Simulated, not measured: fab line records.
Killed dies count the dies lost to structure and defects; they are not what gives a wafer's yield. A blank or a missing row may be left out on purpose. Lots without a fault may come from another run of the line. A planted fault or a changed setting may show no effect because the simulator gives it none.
The tool behind it: which one? :: flow gf180mcu :: 13 lots with 39 wafers sampled at 3 steps, on a route of 602 steps

== WHAT THE GAUGES SHOWED, per wafer ==
GF_V5_THK_MEAS_25: measures by xrf. Usual: V5_W_THK gives 357 nm (standard deviation 6.6).
lot: L749
measured: day 26 12:49
on: film_metro-03
V5_W_THK (nm): 361 359 357
flag: 

lot: L750
measured: day 26 14:13
on: film_metro-01
V5_W_THK (nm): 361 359 364
flag: 

lot: L751
measured: day 27 09:32
on: film_metro-04
V5_W_THK (nm): 353 364 365
flag: 

lot: L752
measured: day 27 10:38
on: film_metro-04
V5_W_THK (nm): 351 353 367
flag: 

lot: L753
measured: day 27 17:11
on: film_metro-04
V5_W_THK (nm): 352 365 348
flag: 

lot: L754
measured: day 28 01:50
on: film_metro-04
V5_W_THK (nm): 364 364 366
flag: 

lot: L755
measured: day 30 05:18
on: film_metro-03
V5_W_THK (nm): 353 348 348
flag: 

lot: L757
measured: day 30 09:21
on: film_metro-01
V5_W_THK (nm): 348 350 349
flag: 

lot: L763
measured: day 31 18:26
on: film_metro-03
V5_W_THK (nm): 362 356 368
flag: 

lot: L767
measured: day 32 18:43
on: film_metro-03
V5_W_THK (nm): 358 355 359
flag: 

lot: L768
measured: day 33 04:58
on: film_metro-01
V5_W_THK (nm): 357 351 360
flag: 

lot: L770
measured: day 33 10:40
on: film_metro-04
V5_W_THK (nm): 347 343 359
flag: 

lot: L771
measured: day 33 21:22
on: film_metro-01
V5_W_THK (nm): 354 352 347
flag: 

== WHAT TOOL EACH LOT RAN ON (gives the tool, then ch and the chambers of the sampled wafers, and finally the start) ==
lot: L749
GF_V4_ETCH_17: rie_diel-03 ch 0,1,3, day 23 15:00
GF_V5_STRIP_18: plasma_asher-01 ch 0,1, day 26 11:56

lot: L750
GF_V4_ETCH_17: rie_diel-02 ch 0,2,3, day 23 20:00
GF_V5_STRIP_18: plasma_asher-04 ch 0,1, day 26 13:20

lot: L751
GF_V4_ETCH_17: rie_diel-03 ch 2,3, day 24 16:00
GF_V5_STRIP_18: plasma_asher-04 ch 0,1, day 27 08:38

lot: L752
GF_V4_ETCH_17: rie_diel-01 ch 1,2,3, day 24 16:00
GF_V5_STRIP_18: plasma_asher-04 ch 0,1, day 27 09:44

lot: L753
GF_V4_ETCH_17: rie_diel-02 ch 0,1,2, day 24 22:00
GF_V5_STRIP_18: plasma_asher-03 ch 0,1, day 27 16:18

lot: L754
GF_V4_ETCH_17: rie_diel-01 ch 0,3, day 25 08:00
GF_V5_STRIP_18: plasma_asher-04 ch 0,1, day 28 00:57

lot: L755
GF_V4_ETCH_17: rie_diel-02 ch 0,3, day 27 16:00
GF_V5_STRIP_18: plasma_asher-03 ch 0,1, day 30 04:26

lot: L757
GF_V4_ETCH_17: rie_diel-03 ch 0,1,3, day 27 19:00
GF_V5_STRIP_18: plasma_asher-04 ch 0,1, day 30 08:28

lot: L763
GF_V4_ETCH_17: rie_diel-02 ch 0,2,3, day 29 07:00
GF_V5_STRIP_18: plasma_asher-01 ch 0,1, day 31 17:35

lot: L767
GF_V4_ETCH_17: rie_diel-03 ch 0,1, day 30 09:00
GF_V5_STRIP_18: plasma_asher-01 ch 0,1, day 32 17:50

lot: L768
GF_V4_ETCH_17: rie_diel-03 ch 0,1, day 30 21:00
GF_V5_STRIP_18: plasma_asher-03 ch 0,1, day 33 04:05

lot: L770
GF_V4_ETCH_17: rie_diel-01 ch 1,3, day 31 04:00
GF_V5_STRIP_18: plasma_asher-04 ch 0,1, day 33 09:47

lot: L771
GF_V4_ETCH_17: rie_diel-02 ch 0,2, day 31 14:00
GF_V5_STRIP_18: plasma_asher-03 ch 0,1, day 33 20:29
- GF_V4_ETCH_17: etches SiO2 in C4F8/O2/Ar, stops on TiN, target depth 630 nm.
- GF_V5_STRIP_18: strips in O2/N2.

== WHAT THE TOOLS THEMSELVES READ (means of the sampled wafers that have a number; where no wafer has one, the mark that the record gives instead) ==
GF_V4_ETCH_17. Usual: oes_product_au 0.855 a.u., standard deviation 0.0047.
lot: L749
tool: rie_diel-03
oes_product_au (a.u.): 0.852
flag: 

lot: L750
tool: rie_diel-02
oes_product_au (a.u.): 0.853
flag: 

lot: L751
tool: rie_diel-03
oes_product_au (a.u.): 0.857
flag: 

lot: L752
tool: rie_diel-01
oes_product_au (a.u.): 0.857
flag: 

lot: L753
tool: rie_diel-02
oes_product_au (a.u.): 0.856
flag: 

lot: L754
tool: rie_diel-01
oes_product_au (a.u.): 0.857
flag: 

lot: L755
tool: rie_diel-02
oes_product_au (a.u.): 0.857
flag: 

lot: L757
tool: rie_diel-03
oes_product_au (a.u.): 0.852
flag: 

lot: L763
tool: rie_diel-02
oes_product_au (a.u.): 0.854
flag: 

lot: L767
tool: rie_diel-03
oes_product_au (a.u.): 0.856
flag: 

lot: L768
tool: rie_diel-03
oes_product_au (a.u.): 0.853
flag: 

lot: L770
tool: rie_diel-01
oes_product_au (a.u.): 0.854
flag: 

lot: L771
tool: rie_diel-02
oes_product_au (a.u.): 0.855
flag: 

GF_V5_STRIP_18. Usual: drypump_motor_current_A 5.52 A, standard deviation 0.28; heater_power_w 315 W, standard deviation 39; n2_flow_sccm 300.0 sccm, standard deviation 1; oes_product_au 0.568 a.u., standard deviation 0.0053.
lot: L749
tool: plasma_asher-01
drypump_motor_current_A (A): 5.58
heater_power_w (W): 327
n2_flow_sccm (sccm): 300.7
oes_product_au (a.u.): 0.571
flag: 

lot: L750
tool: plasma_asher-04
drypump_motor_current_A (A): 5.36
heater_power_w (W): 338
n2_flow_sccm (sccm): 299.9
oes_product_au (a.u.): 0.572
flag: 

lot: L751
tool: plasma_asher-04
drypump_motor_current_A (A): 5.34
heater_power_w (W): 337
n2_flow_sccm (sccm): 300.3
oes_product_au (a.u.): 0.569
flag: 

lot: L752
tool: plasma_asher-04
drypump_motor_current_A (A): 5.50
heater_power_w (W): 326
n2_flow_sccm (sccm): 300.8
oes_product_au (a.u.): 0.568
flag: 

lot: L753
tool: plasma_asher-03
drypump_motor_current_A (A): 5.52
heater_power_w (W): 262
n2_flow_sccm (sccm): 299.9
oes_product_au (a.u.): 0.565
flag: 

lot: L754
tool: plasma_asher-04
drypump_motor_current_A (A): 5.49
heater_power_w (W): 325
n2_flow_sccm (sccm): 300.3
oes_product_au (a.u.): 0.571
flag: 

lot: L755
tool: plasma_asher-03
drypump_motor_current_A (A): 5.67
heater_power_w (W): 263
n2_flow_sccm (sccm): 299.9
oes_product_au (a.u.): 0.558
flag: 

lot: L757
tool: plasma_asher-04
drypump_motor_current_A (A): 5.34
heater_power_w (W): 345
n2_flow_sccm (sccm): 299.7
oes_product_au (a.u.): 0.564
flag: 

lot: L763
tool: plasma_asher-01
drypump_motor_current_A (A): 5.80
heater_power_w (W): 316
n2_flow_sccm (sccm): 299.6
oes_product_au (a.u.): 0.566
flag: 

lot: L767
tool: plasma_asher-01
drypump_motor_current_A (A): 5.57
heater_power_w (W): 327
n2_flow_sccm (sccm): 299.7
oes_product_au (a.u.): 0.569
flag: 

lot: L768
tool: plasma_asher-03
drypump_motor_current_A (A): 5.52
heater_power_w (W): 256
n2_flow_sccm (sccm): 299.3
oes_product_au (a.u.): 0.566
flag: 

lot: L770
tool: plasma_asher-04
drypump_motor_current_A (A): 5.36
heater_power_w (W): 345
n2_flow_sccm (sccm): 300.4
oes_product_au (a.u.): 0.566
flag: 

lot: L771
tool: plasma_asher-03
drypump_motor_current_A (A): 5.51
heater_power_w (W): 262
n2_flow_sccm (sccm): 300.2
oes_product_au (a.u.): 0.568
flag: 

== THE ANSWER, worked out from the rows above alone ==
Rule: a lot is off if the mean of its wafers that have a number lies more than 3 standard deviations from the usual mean. Also off: a lot with no number at a reading for which 4 or more lots have one. Where the step has rows for the other lots, those lots are counted as sound. After the gauges, taken in route order, come the tools' own readings; for these a lot's mean is taken, as printed above. The first step at which some lot is off is used, and at that step the reading that is off furthest; a lot without a number counts as furthest.
No lot is off at any reading shown: from this, nothing can be told.

== WHAT THE SIMULATOR HAD INSERTED ==
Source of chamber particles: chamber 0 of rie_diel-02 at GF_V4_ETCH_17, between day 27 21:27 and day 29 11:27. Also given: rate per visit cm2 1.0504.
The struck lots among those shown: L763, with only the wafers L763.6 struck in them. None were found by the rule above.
